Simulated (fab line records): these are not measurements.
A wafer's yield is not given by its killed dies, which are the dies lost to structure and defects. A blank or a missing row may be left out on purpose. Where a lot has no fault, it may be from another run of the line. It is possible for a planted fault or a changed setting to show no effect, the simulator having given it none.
Which tool did it? | flow sky130 | 42 wafers from 14 lots sampled at 5 of the route's 708 steps

WHAT THE GAUGES SHOWED, per wafer
SKY_POLY_GATE_OVL_MEAS_14. Usual: POLY_GATE_OVL gives -2 nm (standard deviation 6.6).
lot  | measured     | on         | POLY_GATE_OVL (nm) | flag
L598 | day 16 07:34 | overlay-01 | 4 -7 1             |
L599 | day 16 20:41 | overlay-01 | -7 15 2            |
L600 | day 17 11:16 | overlay-02 | 8 -5 4             |
L602 | day 18 02:18 | overlay-02 | 10 3 -11           |
L603 | day 18 11:55 | overlay-01 | 7 -1 -10           |
L604 | day 18 17:13 | overlay-01 | -2 1 6             |
L607 | day 19 15:57 | overlay-01 | -8 -11 -6          |
L609 | day 20 19:37 | overlay-02 | 8 -6 -9            |
L610 | day 21 02:19 | overlay-01 | -15 4 -6           |
L611 | day 21 10:25 | overlay-02 | 1 -1 0             |
L612 | day 21 12:01 | overlay-01 | -6 -8 -7           |
L618 | day 23 12:02 | overlay-02 | -2 -10 9           |
L620 | day 24 02:12 | overlay-02 | 3 -1 -6            |
L621 | day 24 13:00 | overlay-01 | -2 -9 -16          |

SKY_LDD_HVP_TW_MEAS_10. Usual: LDD_HVP_TW gives 458 (standard deviation 3.9).
lot  | measured     | on            | LDD_HVP_TW  | flag
L598 | day 21 13:43 | film metro-01 | 452 452 450 |
L599 | day 21 23:22 | film metro-01 | 455 450 452 |
L600 | day 22 17:33 | film metro-04 | 460 455 456 |
L602 | day 23 11:50 | film metro-01 | 454 452 454 |
L603 | day 23 18:19 | film metro-01 | 455 454 455 |
L604 | day 23 23:16 | film metro-03 | 464 462 461 |
L607 | day 24 20:32 | film metro-03 | 460 459 460 |
L609 | day 25 22:28 | film metro-03 | 461 463 458 |
L610 | day 26 04:45 | film metro-03 | 460 461 460 |
L611 | day 26 13:35 | film metro-03 | 458 460 460 |
L612 | day 26 14:47 | film metro-03 | 461 460 459 |
L618 | day 28 13:25 | film metro-03 | 464 465 74  | OFF
L620 | day 29 02:01 | film metro-03 | 456 75 75   | OFF
L621 | day 29 11:07 | film metro-04 | 459 460 459 |

SKY_POLY_CUT_OVL_MEAS_09. Usual: POLY_CUT_OVL gives 2 nm (standard deviation 5).
lot  | measured     | on         | POLY_CUT_OVL (nm) | flag
L598 | day 24 06:05 | overlay-01 | 0 1 7             |
L599 | day 24 14:09 | overlay-02 | 6 -2 -1           |
L600 | day 25 08:12 | overlay-02 | 1 -1 0            |
L602 | day 26 00:09 | overlay-01 | 0 -1 1            |
L603 | day 26 09:29 | overlay-01 | -1 0 5            |
L604 | day 26 11:56 | overlay-02 | 5 10 6            |
L607 | day 27 09:57 | overlay-01 | 5 -3 5            |
L609 | day 28 09:41 | overlay-02 | 0 1 -1            |
L610 | day 28 17:51 | overlay-02 | 2 5 -3            |
L611 | day 29 00:30 | overlay-01 | 6 -7 3            |
L612 | day 29 02:39 | overlay-02 | 3 11 3            |
L618 | day 30 23:44 | overlay-02 | 0 -5 0            |
L620 | day 31 13:38 | overlay-02 | 3 2 6             |
L621 | day 31 21:30 | overlay-01 | 0 3 -2            |

TOOL THAT RAN EACH LOT (tool first, then ch and the chambers of the sampled wafers, then the start)
lot  | SKY_POLY_GATE_ETCH_17            | SKY_LDD_HVP_DEVELOP_06
L598 | rie si-02 ch 0,2,3, day 16 07:47 | litho track-04 ch 0, day 21 13:17
L599 | rie si-01 ch 2,3, day 16 20:54   | litho track-04 ch 0, day 21 22:56
L600 | rie si-02 ch 1,3, day 17 11:28   | litho track-04 ch 0, day 22 17:08
L602 | rie si-02 ch 0,1, day 18 02:31   | litho track-02 ch 0, day 23 11:25
L603 | rie si-01 ch 0,1, day 18 12:08   | litho track-02 ch 0, day 23 17:55
L604 | rie si-01 ch 1,2,3, day 18 17:25 | litho track-03 ch 0, day 23 22:50
L607 | rie si-02 ch 1,3, day 19 16:10   | litho track-03 ch 0, day 24 20:07
L609 | rie si-02 ch 1,3, day 20 19:50   | litho track-04 ch 0, day 25 22:02
L610 | rie si-01 ch 1,2,3, day 21 02:32 | litho track-02 ch 0, day 26 04:20
L611 | rie si-02 ch 0,3, day 21 10:38   | litho track-02 ch 0, day 26 13:10
L612 | rie si-01 ch 1,3, day 21 12:14   | litho track-02 ch 0, day 26 14:22
L618 | rie si-01 ch 0,1,2, day 23 12:14 | litho track-03 ch 0, day 28 12:59
L620 | rie si-01 ch 0,1,3, day 24 02:25 | litho track-03 ch 0, day 29 01:35
L621 | rie si-02 ch 0,3, day 24 13:13   | litho track-04 ch 0, day 29 10:41
- SKY_POLY_GATE_ETCH_17: etches poly-Si in HBr/Cl2, stops on SiO2, target depth 180 nm, time 70.5 s.
- SKY_LDD_HVP_DEVELOP_06: develop time 60 s.

AS READ BY THE TOOLS THEMSELVES (means over the sampled wafers that have a number; for cases with no such wafer, the mark the record gives instead)
SKY_POLY_GATE_ETCH_17. Usual: drypump motor current A 5.8 A, standard deviation 0.45; oes product au 0.984 a.u., standard deviation 0.011; throttle valve pct 33.684 %, standard deviation 0.009.
lot  | tool      | drypump motor current A (A) | oes product au (a.u.) | throttle valve pct (%) | flag
L598 | rie si-02 | 5.9                         | 1.000                 | 33.683                 |
L599 | rie si-01 | 6.3                         | 0.971                 | 33.687                 |
L600 | rie si-02 | 5.3                         | 0.992                 | 33.683                 |
L602 | rie si-02 | 5.3                         | 0.983                 | 33.683                 |
L603 | rie si-01 | 5.4                         | 0.976                 | 33.676                 |
L604 | rie si-01 | 6.1                         | 0.980                 | 33.691                 |
L607 | rie si-02 | 5.3                         | 0.993                 | 33.686                 |
L609 | rie si-02 | 5.3                         | 0.982                 | 33.679                 |
L610 | rie si-01 | 6.1                         | 0.973                 | 33.692                 |
L611 | rie si-02 | 6.0                         | 0.989                 | 33.680                 |
L612 | rie si-01 | 6.1                         | 0.963                 | 33.679                 |
L618 | rie si-01 | 5.8                         | 0.986                 | 33.680                 |
L620 | rie si-01 | 5.7                         | 0.973                 | 33.689                 |
L621 | rie si-02 | 5.9                         | 0.987                 | 33.686                 |

THE ANSWER, worked out from the rows above alone
Rule: take the mean of a lot's wafers that have a number; if it is more than 3 standard deviations from the usual mean, the lot is off. Also off: a lot with no number at a reading for which 4 or more lots have one. Any other lot the step has rows for is counted as sound. After the gauges, taken in route order, come the tools' own readings; for these a lot's mean is taken, as printed above. The first step at which some lot is off is used, and at that step the reading that is off furthest; a lot without a number counts as furthest.
Off: L618, L620, seen at SKY_LDD_HVP_TW_MEAS_10 (LDD_HVP_TW).
A tool fits if, at a process step before that reading, it ran every lot that is off, and no sound lot after the first of them. Gauges at SKY_LDD_HVP_TW_MEAS_10: tried the same way as those tools. Can't be told from this: 3 tools fit, rie si-01 at SKY_POLY_GATE_ETCH_17, litho track-03 at SKY_LDD_HVP_DEVELOP_06, film metro-03 at SKY_LDD_HVP_TW_MEAS_10.

WHAT THE SIMULATOR PUT IN
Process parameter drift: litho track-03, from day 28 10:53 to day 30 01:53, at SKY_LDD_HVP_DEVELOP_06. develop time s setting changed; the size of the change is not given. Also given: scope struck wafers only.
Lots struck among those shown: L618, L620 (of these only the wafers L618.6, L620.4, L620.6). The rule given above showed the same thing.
